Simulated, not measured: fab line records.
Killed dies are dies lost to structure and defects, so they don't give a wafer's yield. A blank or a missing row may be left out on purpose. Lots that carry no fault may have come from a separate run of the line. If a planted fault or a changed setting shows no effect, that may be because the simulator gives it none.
Comparing a struck lot with a sound one | flow sky130 | 18 steps out of a route of 708
Sound: wafers L893.1, L893.2, L893.5. Struck: wafers L885.2, L885.3, L885.6. At the end, the cause is stated.
Per side, at each step with rows, come the tool, then ch with its chambers, and then its first start. Under that, the readings that differ: sound wafers | struck wafers | difference of the means | sigmas: that difference in standard deviations of wafers without a fault.
alike: readings with means less than 2 such deviations apart, plus words and numbers identical on both sides. not compared: withheld readings, readings lacking a value on some wafer, bounds such as >300 that could conceal the same value, and numbers that have no deviation in the record and whose values overlap.
The two part at a step that has a row with sigmas, a row that says differs or no value, or rows on one side only. Non-overlapping numbers with no deviation appear without sigmas and do not part them. A reading missing from all wafers of one side parts the sides only when that side holds two or more wafers.

first, 6 steps without rows for these wafers: SKY_CONTACT_ETCH_18 (etches Si3N4 in CHF3/O2, stops on TiN, time 39 s, target depth 75 nm); SKY_CONTACT_STRIP_19 (strips in O2/N2); SKY_CONTACT_STRIP_20 (strips in post etch residue remover, time 1200 s); SKY_CONTACT_CLEAN_21 (cleans in IPA, time 180 s); SKY_CONTACT_CLEAN_22 (cleans in O3/DIW); SKY_CONTACT_SPUTTER_23 (material TiN, target thk 20 nm, time 80 s).
SKY_CONTACT_CVD_24: deposits W, target thk 340 nm, time 102.12 s.
  sound on cvd-w-02 ch 0,1, day 36 10:48; struck on cvd-w-01 ch 0,1, day 33 09:19
  alike: heater-power-w
SKY_CONTACT_RS_MEAS_25: uses a four-point probe to measure.
  sound on film-metro-04, day 36 10:55; struck on film-metro-02, day 33 09:27
  alike: CONTACT_W_RS
SKY_CONTACT_THK_MEAS_26: measures by xrf.
  sound on film-metro-04, day 36 11:02; struck on film-metro-02, day 33 09:34
  alike: CONTACT_W_THK
SKY_CONTACT_CMP_27: polishes, stops on SiO2, t overpolish 15 s, target thk 0 nm.
  sound on cmp-01 ch 1,2, day 36 11:05; struck on cmp-02 ch 2,3, day 33 09:37
  alike: motor-current-A, overpolish-run-s, time-to-endpoint-s
then, 1 step without rows for these wafers: SKY_METAL1_SPUTTER_00 (material Ti, target thk 15 nm, time 10 s).
SKY_METAL1_SPUTTER_01: material TiN, target thk 20 nm, time 16.7 s.
  sound on pvd-sputter-02, day 36 11:25; struck on pvd-sputter-04, day 33 09:56
  alike: cathode-dc-power-W, chamber-pressure-pa, throttle-valve-pct
SKY_METAL1_SPUTTER_02: material AlCu, target thk 250 nm, time 13.3 s.
  sound on pvd-sputter-02, day 36 11:26; struck on pvd-sputter-04, day 33 09:58
  no value came back on the struck wafers for cathode-dc-power-W (W), chamber-pressure-pa (Pa), throttle-valve-pct (%); on the sound wafers cathode-dc-power-W (W) reads 10597 10601 10598
SKY_METAL1_SPUTTER_03: material Ti, target thk 5 nm, time 3.3 s.
  sound on pvd-sputter-02, day 36 11:28; struck on pvd-sputter-04, day 33 09:59
  alike: cathode-dc-power-W, chamber-pressure-pa, throttle-valve-pct
SKY_METAL1_SPUTTER_04: material TiN, target thk 70 nm, time 58.3 s.
  sound on pvd-sputter-02, day 36 11:29; struck on pvd-sputter-04, day 33 10:00
  alike: cathode-dc-power-W, chamber-pressure-pa, throttle-valve-pct
SKY_METAL1_RS_MEAS_05: uses a four-point probe to measure.
  sound on film-metro-03, day 36 11:32; struck on film-metro-01, day 33 10:04
  reading                 | sound                | struck               | difference | sigmas
  METAL1_ALCU_RS (ohm/sq) | 0.1263 0.1257 0.1276 | 8.6803 8.6666 8.6534 | +8.5402    | +99 or more
SKY_METAL1_THK_MEAS_06: measures by xrf.
  sound on film-metro-03, day 36 11:39; struck on film-metro-01, day 33 10:11
  reading              | sound       | struck   | difference | sigmas
  METAL1_ALCU_THK (nm) | 250 250 246 | <1 <1 <1 | differs    |
then, 1 step without rows for these wafers: SKY_METAL1_DEHYDRATE_07 (time 60 s).

WHERE THEY PART
Last at SKY_METAL1_THK_MEAS_06 as far as this record goes, first at SKY_METAL1_SPUTTER_02.

WHY: the cause the simulator had injected
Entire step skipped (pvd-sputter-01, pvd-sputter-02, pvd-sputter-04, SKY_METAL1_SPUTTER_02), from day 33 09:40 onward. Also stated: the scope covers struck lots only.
